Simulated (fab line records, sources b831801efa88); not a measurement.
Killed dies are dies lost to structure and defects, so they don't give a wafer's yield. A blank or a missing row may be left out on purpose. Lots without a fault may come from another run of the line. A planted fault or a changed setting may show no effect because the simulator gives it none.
A struck lot beside a sound one | flow sky130 | 15 steps out of a route of 708
Sound: wafers L717.1, L717.3, L717.6. Struck: wafers L732.3, L732.4, L732.5. The cause comes at the end.
At each step with rows: each side's tool, then ch and its chambers, then its first start. Under that, the readings that differ: sound wafers | struck wafers | difference of the means | sigmas: that difference in standard deviations of wafers without a fault.
alike: readings whose means differ by less than 2 such deviations, and words and numbers that are the same on both sides. not compared: withheld readings, readings that some wafer has no value for, bounds like >300 that may hide the same value, and numbers for which the record gives no deviation and whose values overlap.
The two part at a step that has a row with sigmas, a row that says differs or no value, or rows on one side only. Numbers that don't overlap but have no deviation are shown without sigmas and don't part them. A reading that every wafer of one side lacks parts them only if that side has two wafers or more.

first, 8 steps without rows for these wafers: SKY_VIA3_DEHYDRATE_04 (time 60 s); SKY_VIA3_HMDS_05 (prime time 60 s); SKY_VIA3_COAT_06 (resist thk 60 nm); SKY_VIA3_COAT_07 (resist thk 450 nm); SKY_VIA3_SOFTBAKE_08 (time 90 s); SKY_VIA3_EXPOSE_09 (exposes mask VIM3, target cd 200 nm); SKY_VIA3_PEB_10; SKY_VIA3_DEVELOP_11 (develop time 60 s).
SKY_VIA3_CD_MEAS_12: target cd 200 nm.
  sound on cd_sem-01, day 40 12:46; struck on cd_sem-02, day 44 14:24
  alike: cd_nm
SKY_VIA3_OVL_MEAS_13:
  sound on overlay-01, day 40 12:53; struck on overlay-01, day 44 14:29
  alike: VIA3_OVL
SKY_VIA3_ETCH_14: etches BARC in N2/H2, stops on SiO2, time 45.9 s, target depth 60 nm.
  sound on rie_diel-03 ch 0,1,3, day 40 12:56; struck on rie_diel-02 ch 1,2, day 44 14:31
  alike: drypump_motor_current_A, oes_product_au, rf_fwd_power_W, throttle_valve_pct
  not compared: rf_hours_counter_h
SKY_VIA3_ETCH_15: etches SiO2 in C4F8/O2/Ar, stops on TiN, target depth 507 nm, time 78 s.
  sound on rie_diel-03 ch 0,1,3, day 40 12:58; struck on rie_diel-02 ch 1,2, day 44 14:33
  alike: oes_product_au, rf_fwd_power_W
  not compared: rf_hours_counter_h
SKY_VIA3_STRIP_16: strips in O2/N2.
  sound on plasma_asher-02 ch 1, day 40 13:02; struck on plasma_asher-02 ch 0,1, day 44 14:39
  no value came back on the struck wafers for chamber_pressure_mTorr (mTorr), drypump_motor_current_A (A), oes_product_au (a.u.), strip_time_to_endpoint_s (s); on the sound wafers chamber_pressure_mTorr (mTorr) reads 1498.8 1501.3 1497.4
  reading                                     | sound | struck            | difference | sigmas
  model.KrF-thick_of_VIA3_COAT_07.thk_nm (nm) | 0 0 0 | 290.8 289.2 289.9 | +290.0     |
  not compared: rf_hours_counter_h
then, 1 step without rows for these wafers: SKY_VIA3_STRIP_17 (strips in post etch residue remover, time 1200 s).
-- the record jumps here: 5 days lie between the struck wafers' starts before and after (it left off in module VIA3 and takes up again in module PAD_OPEN, whose first step shown is number 708 of the route) --
SKY_PAD_OPEN_PROBE_99:
  sound on prober-02, day 46 14:40; struck on prober-02, day 49 20:12
  reading                  | sound          | struck         | difference | sigmas
  defect_limited_yield (%) | 83.1 83.7 85.0 | 0 0 0          | -84        | -42
  killed_at_M0_to_M3       | 41 40 39       | 437 445 447    | +403       | +57
  killed_dies              | 83 80 74       | 492 492 492    | +413       | +43
  killed_on_rim            | 17 16 8        | 96 96 96       | +82        | +19
  sort_bin_5_function (%)  | 11.0 6.5 10.0  | 92.5 92.1 92.1 | +83.1      | +59
  sort_n_pass              | 409 412 418    | 0 0 0          | -413       | -43
  sort_yield_pct (%)       | 83.1 83.7 85.0 | 0 0 0          | -84        | -42
  alike: killed_at_M4_up, killed_at_contacts, killed_at_front_end, killed_at_other, killed_open, killed_short, sort_bin_3_pad_short, sort_bin_6_memory

WHERE THEY PART
First at SKY_VIA3_STRIP_16; last, within this record, at SKY_PAD_OPEN_PROBE_99.

WHY: what the simulator had put in
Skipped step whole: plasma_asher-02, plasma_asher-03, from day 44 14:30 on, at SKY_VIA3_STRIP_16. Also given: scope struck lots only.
